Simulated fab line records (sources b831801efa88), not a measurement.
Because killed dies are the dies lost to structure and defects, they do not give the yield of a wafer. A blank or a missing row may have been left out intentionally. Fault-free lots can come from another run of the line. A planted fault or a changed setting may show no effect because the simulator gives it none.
Which tool did it? -- flow sky130 -- 14 lots with 42 wafers sampled at 7 steps, on a route of 708 steps

WHAT THE GAUGES SHOWED, per wafer
SKY_NWELL_RS_MEAS_31: measures by four-point-probe. Usual: PWDE_RS 5272 ohm/sq, standard deviation 17.
lot,measured,on,PWDE_RS (ohm/sq),flag
L314,day 5 06:18,film_metro-04,5275 5262 5258,
L317,day 6 10:26,film_metro-02,5269 5253 5272,
L319,day 6 17:39,film_metro-01,5273 5276 5261,
L318,day 6 19:21,film_metro-04,5293 5285 5276,
L320,day 6 22:57,film_metro-02,5226 5226 5229,
L321,day 7 03:47,film_metro-01,5231 5247 5233,
L322,day 7 12:43,film_metro-02,5240 5259 5284,
L324,day 7 23:57,film_metro-02,5283 5267 5277,
L325,day 8 04:04,film_metro-02,5271 5271 5260,
L326,day 8 05:17,film_metro-02,5248 5245 5256,
L327,day 8 13:16,film_metro-04,5295 5268 5286,
L328,day 8 17:38,film_metro-04,5284 5264 5272,
L332,day 9 23:26,film_metro-04,5288 5284 5266,
L337,day 11 05:37,film_metro-04,5269 5283 5276,

SKY_VT_ADJUST_LVTN_OVL_MEAS_07. Usual: VT_ADJUST_LVTN_OVL -0.2 nm, standard deviation 1.6.
lot,measured,on,VT_ADJUST_LVTN_OVL (nm),flag
L314,day 6 18:53,overlay-02,-0.4 1.0 0.4,
L317,day 7 23:50,overlay-02,-1.1 -0.5 -1.7,
L319,day 8 08:28,overlay-02,-1.1 1.0 0.4,
L318,day 8 10:50,overlay-02,-0.7 0.8 1.5,
L320,day 8 13:44,overlay-02,-2.3 0.6 -2.5,
L321,day 8 18:41,overlay-02,-1.3 1.0 2.4,
L322,day 9 04:43,overlay-01,0.6 0.4 0.6,
L324,day 9 18:28,overlay-02,-2.1 -0.5 -2.9,
L325,day 9 21:58,overlay-01,-0.6 -1.9 2.5,
L326,day 9 23:40,overlay-01,0.7 0.0 1.1,
L327,day 10 08:43,overlay-02,-2.7 -2.4 -2.0,
L328,day 10 13:28,overlay-02,1.3 1.0 1.7,
L332,day 11 20:38,overlay-01,-0.2 0.4 -0.7,
L337,day 13 04:08,overlay-01,0.6 -0.2 0.1,

SKY_SONOS_TUNNEL_TW_MEAS_12. Usual: SONOS_TUNNEL_TW 196.2, standard deviation 1.6.
lot,measured,on,SONOS_TUNNEL_TW,flag
L314,day 11 03:56,film_metro-03,193.9 193.2 194.5,
L317,day 12 14:19,film_metro-04,193.4 194.9 195.1,
L319,day 13 02:28,film_metro-02,199.7 199.3 198.1,
L318,day 13 03:07,film_metro-02,198.2 198.1 198.6,
L320,day 13 06:29,film_metro-02,198.3 198.6 199.0,
L321,day 13 13:55,film_metro-04,194.7 194.5 194.6,
L322,day 14 02:13,film_metro-03,194.8 194.6 195.7,
L324,day 14 17:41,film_metro-04,195.0 195.5 195.4,
L325,day 14 21:36,film_metro-03,194.5 195.0 194.2,
L326,day 15 01:27,film_metro-02,196.4 196.2 197.1,
L327,day 15 10:19,film_metro-03,29.6 29.8 29.5,OFF
L328,day 15 18:16,film_metro-03,29.7 29.7 29.6,OFF
L332,day 17 08:00,film_metro-02,196.5 197.0 198.3,
L337,day 18 23:35,film_metro-03,197.2 197.3 196.1,

SKY_SONOS_ONO_THK_MEAS_05. Usual: SONOS_ONO_CVD_04_THK 5.75 nm, standard deviation 0.11.
lot,measured,on,SONOS_ONO_CVD_04_THK (nm),flag
L314,day 11 21:01,film_metro-01,5.64 5.65 5.62,
L317,day 12 21:07,film_metro-03,5.84 5.84 5.77,
L319,day 13 08:40,film_metro-03,5.67 5.77 5.81,
L318,day 13 08:40,film_metro-01,5.94 5.80 5.74,
L320,day 13 10:20,film_metro-03,5.93 5.95 6.08,
L321,day 13 17:59,film_metro-04,5.86 5.82 5.84,
L322,day 14 06:44,film_metro-03,5.64 5.55 5.54,
L324,day 14 22:44,film_metro-04,5.56 5.74 5.67,
L325,day 15 02:44,film_metro-01,6.01 5.88 5.87,
L326,day 15 06:52,film_metro-03,5.63 5.78 5.71,
L327,day 15 14:50,film_metro-04,5.91 5.78 5.84,
L328,day 15 22:49,film_metro-03,5.79 5.80 5.78,
L332,day 17 17:07,film_metro-03,5.71 5.66 5.61,
L337,day 19 05:12,film_metro-03,5.92 5.85 5.83,

SKY_LI_CONTACT_BOW_MEAS_03. Usual: LI_CONTACT_BOW 55 um, standard deviation 6.4.
lot,measured,on,LI_CONTACT_BOW (um),flag
L314,day 28 04:34,film_metro-01,57 56 54,
L317,day 29 08:15,film_metro-01,64 58 51,
L319,day 29 18:50,film_metro-02,59 56 55,
L318,day 29 20:33,film_metro-03,50 60 66,
L320,day 29 21:36,film_metro-01,52 66 51,
L321,day 30 14:43,film_metro-02,56 61 59,
L322,day 30 22:28,film_metro-02,41 58 54,
L324,day 31 09:10,film_metro-01,58 55 53,
L325,day 31 14:26,film_metro-03,47 45 61,
L326,day 31 18:34,film_metro-03,53 61 57,
L327,day 32 03:12,film_metro-03,24 29 11,OFF
L328,day 32 13:11,film_metro-02,28 30 28,OFF
L332,day 34 01:17,film_metro-03,51 57 47,
L337,day 35 07:31,film_metro-02,57 50 56,

SKY_CONTACT_BOW_MEAS_05. Usual: CONTACT_BOW 81 um, standard deviation 6.4.
lot,measured,on,CONTACT_BOW (um),flag
L314,day 30 14:42,film_metro-04,83 81 80,
L317,day 31 18:08,film_metro-04,89 83 77,
L319,day 32 04:28,film_metro-04,84 81 80,
L318,day 32 06:54,film_metro-03,74 85 91,
L320,day 32 07:50,film_metro-03,77 90 75,
L321,day 32 23:50,film_metro-03,76 81 80,
L322,day 33 07:59,film_metro-04,64 79 77,
L324,day 33 18:09,film_metro-04,84 81 78,
L325,day 33 23:02,film_metro-01,74 72 88,
L326,day 34 02:48,film_metro-03,80 87 83,
L327,day 34 11:22,film_metro-04,54 58 41,OFF
L328,day 34 20:50,film_metro-03,51 53 50,OFF
L332,day 36 08:58,film_metro-04,78 82 74,
L337,day 37 14:14,film_metro-04,81 74 80,

EACH LOT AND THE TOOL THAT RAN IT (in order: tool; ch and the chambers of the sampled wafers; start)
lot,SKY_VT_ADJUST_PCH_STRIP_09
L314,"plasma_asher-01 ch 1, day 10 04:52"
L317,"plasma_asher-01 ch 0,1, day 11 15:04"
L319,"plasma_asher-04 ch 0,1, day 12 01:32"
L318,"plasma_asher-01 ch 0,1, day 12 02:29"
L320,"plasma_asher-02 ch 0,1, day 12 06:41"
L321,"plasma_asher-02 ch 0,1, day 12 12:10"
L322,"plasma_asher-02 ch 0,1, day 12 23:13"
L324,"plasma_asher-04 ch 0,1, day 13 15:40"
L325,"plasma_asher-04 ch 0, day 13 17:55"
L326,"plasma_asher-01 ch 0, day 13 22:54"
L327,"plasma_asher-01 ch 0,1, day 14 06:58"
L328,"plasma_asher-02 ch 0,1, day 14 14:42"
L332,"plasma_asher-02 ch 0,1, day 16 03:49"
L337,"plasma_asher-04 ch 0,1, day 17 17:19"
- SKY_VT_ADJUST_PCH_STRIP_09: strips in O2/N2.

AS READ BY THE TOOLS THEMSELVES (means over the sampled wafers that have a number; for cases with no such wafer, the mark the record gives instead)
SKY_VT_ADJUST_PCH_STRIP_09. Usual: chamber_pressure_mTorr 1500.0 mTorr, standard deviation 1.3; drypump_motor_current_A 5.9 A, standard deviation 0.6; oes_product_au 0.723 a.u., standard deviation 0.0046; strip_time_to_endpoint_s 36.95 s, standard deviation 0.097.
lot,tool,chamber_pressure_mTorr (mTorr),drypump_motor_current_A (A),oes_product_au (a.u.),strip_time_to_endpoint_s (s),flag
L314,plasma_asher-01,1500.6,5.4,0.723,37.04,
L317,plasma_asher-01,1500.2,5.7,0.724,36.88,
L319,plasma_asher-04,1500.3,6.5,0.723,36.97,
L318,plasma_asher-01,1499.9,5.7,0.720,36.85,
L320,plasma_asher-02,1500.0,5.2,0.720,36.91,
L321,plasma_asher-02,1500.0,5.2,0.720,37.01,
L322,plasma_asher-02,1499.8,5.2,0.724,37.03,
L324,plasma_asher-04,1501.4,6.5,0.720,36.96,
L325,plasma_asher-04,1499.4,6.3,0.727,36.87,
L326,plasma_asher-01,1500.1,6.3,0.726,37.02,
L327,plasma_asher-01,-,-,-,-,OFF
L328,plasma_asher-02,-,-,-,-,OFF
L332,plasma_asher-02,1500.3,5.2,0.721,36.96,
L337,plasma_asher-04,1501.3,6.5,0.719,37.17,

THE ANSWER, worked out from the rows above alone
Rule: a lot counts as off when the mean over its wafers that have a number is more than 3 standard deviations away from the usual mean. Also off: a lot with no number at a reading for which 4 or more lots have one. Any other lot the step has rows for is counted as sound. The gauges are gone through in route order, then the tools' own readings, and for those a lot's mean is taken as printed above. The first step at which some lot is off is used, and at that step the reading that is off furthest; a lot without a number counts as furthest.
Off: L327, L328, at SKY_SONOS_TUNNEL_TW_MEAS_12 (SONOS_TUNNEL_TW).
A tool fits if, at a process step before that reading, it ran every lot that is off, and no sound lot after the first of them. Not tried: the gauges at SKY_SONOS_TUNNEL_TW_MEAS_12; whatever is off there is also off at SKY_VT_ADJUST_PCH_STRIP_09, on other tools, and gauge error can't account for it. No candidate that was tried fits.

WHAT THE SIMULATOR PUT IN
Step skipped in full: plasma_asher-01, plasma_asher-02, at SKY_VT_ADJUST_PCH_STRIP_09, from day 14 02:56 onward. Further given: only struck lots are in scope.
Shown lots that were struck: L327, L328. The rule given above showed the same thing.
